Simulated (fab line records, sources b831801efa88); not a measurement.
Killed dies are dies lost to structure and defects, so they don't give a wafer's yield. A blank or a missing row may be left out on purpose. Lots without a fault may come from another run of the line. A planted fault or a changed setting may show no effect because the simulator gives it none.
A struck lot beside a sound one | flow sky130 | 22 steps out of a route of 708
Sound: wafers L343.1, L343.5, L343.6. Struck: wafers L359.2, L359.4, L359.6. The cause comes at the end.
At each step with rows: each side's tool, then ch and its chambers, then its first start. Under that, the readings that differ: sound wafers | struck wafers | difference of the means | sigmas: that difference in standard deviations of wafers without a fault.
alike: readings whose means differ by less than 2 such deviations, and words and numbers that are the same on both sides. not compared: withheld readings, readings that some wafer has no value for, bounds like >300 that may hide the same value, and numbers for which the record gives no deviation and whose values overlap.
The two part at a step that has a row with sigmas, a row that says differs or no value, or rows on one side only. Numbers that don't overlap but have no deviation are shown without sigmas and don't part them. A reading that every wafer of one side lacks parts them only if that side has two wafers or more.

SKY_POLY_GATE_THK_MEAS_21:
  sound on film_metro-02, day 18 21:02; struck on film_metro-03, day 23 17:55
  alike: POLY_GATE_OXIDATION_THK
SKY_POLY_GATE_CD_MEAS_22:
  sound on cd_sem-02, day 18 21:12; struck on cd_sem-02, day 23 17:59
  alike: cd_nm
then, 7 steps without rows for these wafers: SKY_LDD_N_DEHYDRATE_00 (time 60 s); SKY_LDD_N_HMDS_01 (prime time 60 s); SKY_LDD_N_COAT_02 (resist thk 300 nm); SKY_LDD_N_SOFTBAKE_03 (time 60 s); SKY_LDD_N_EXPOSE_04 (exposes mask NTM, target cd 840 nm); SKY_LDD_N_PEB_05; SKY_LDD_N_DEVELOP_06 (develop time 60 s).
SKY_LDD_N_OVL_MEAS_07:
  sound on overlay-02, day 20 04:11; struck on overlay-02, day 24 23:13
  alike: LDD_N_OVL
then, 2 steps without rows for these wafers: SKY_LDD_N_IMPLANT_08; SKY_LDD_N_IMPLANT_09.
SKY_LDD_N_IMPLANT_10:
  sound on implanter-04 ch 0, day 20 04:32; struck on implanter-04 ch 0, day 24 23:34
  reading       | sound                         | struck                           | difference  | sigmas
  beam_on_s (s) | 9.90 10.06 9.70               | 37.47 37.00 35.49                | +26.77      | +99 or more
  dose_ions_cm2 | 7.496e+13 7.508e+13 7.488e+13 | 2.7921e+14 2.7925e+14 2.7929e+14 | +2.0428e+14 | +99 or more
  alike: rotation_deg
then, 5 steps without rows for these wafers: SKY_LDD_N_IMPLANT_11; SKY_LDD_N_IMPLANT_12; SKY_LDD_N_IMPLANT_13; SKY_LDD_N_IMPLANT_14; SKY_LDD_N_IMPLANT_15.
SKY_LDD_N_STRIP_16: strips in O2/N2.
  sound on plasma_asher-01 ch 0,1, day 20 05:26; struck on plasma_asher-04 ch 0,1, day 25 00:26
  reading                      | sound             | struck            | difference | sigmas
  strip_time_to_endpoint_s (s) | 4.310 4.320 4.338 | 4.871 4.853 4.842 | +0.533     | +36
  alike: drypump_motor_current_A, oes_product_au
  not compared: rf_hours_counter_h
SKY_LDD_N_TW_MEAS_17:
  sound on film_metro-04, day 20 05:32; struck on film_metro-04, day 25 00:33
  reading  | sound          | struck         | difference | sigmas
  LDD_N_TW | 2555 2528 2530 | 2769 2783 2784 | +241       | +7
then, 1 step without rows for these wafers: SKY_LDD_P_DEHYDRATE_00 (time 60 s).
-- the record jumps here: 25 days lie between the struck wafers' starts before and after (it left off in module LDD_P and takes up again in module PAD_OPEN, whose first step shown is number 708 of the route) --
SKY_PAD_OPEN_PROBE_99:
  sound on prober-01, day 47 13:32; struck on prober-02, day 50 09:04
  reading                                   | sound             | struck            | difference | sigmas
  model.etest.tip_n.rs_ohm_sq               | 437.2 438.3 439.8 | 331 330.7 332.1   | -107       |
  model.etest.nfet_01v8.r_on_ohm_um         | 824.5 818 828.3   | 801.3 802.6 800.3 | -22.2      |
  model.etest.nfet_01v8_swapped.drive_ua_um | 505.2 514.4 502.8 | 532 524.9 517.7   | +17        |
  model.etest.nfet_01v8_turned.drive_ua_um  | 513.4 512.7 504.9 | 530.7 524.1 516.6 | +13.5      |
  model.etest.nfet_01v8_lvt.drive_ua_um     | 580.1 587.8 579.5 | 593.9 593.7 589   | +9.7       |
  model.etest.nfet_01v8.drive_ua_um         | 512 510.6 501.6   | 523.3 519.6 513.7 | +10.8      |
  alike: killed_at_M0_to_M3, killed_at_M4_up, killed_at_contacts, killed_at_front_end, killed_at_other, killed_dies, killed_open, killed_short
  not compared: model.etest.nfet_01v8_swapped.off_log10_a_um, model.etest.nfet_01v8_turned.off_log10_a_um

WHERE THEY PART
First at SKY_LDD_N_IMPLANT_10; last, within this record, at SKY_LDD_N_TW_MEAS_17. Later steps at which nothing parts them and some readings are alike: SKY_PAD_OPEN_PROBE_99.

WHY: what the simulator had put in
Process parameter drift: implanter-04, from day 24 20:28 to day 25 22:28, at SKY_LDD_N_IMPLANT_10. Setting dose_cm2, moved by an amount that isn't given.
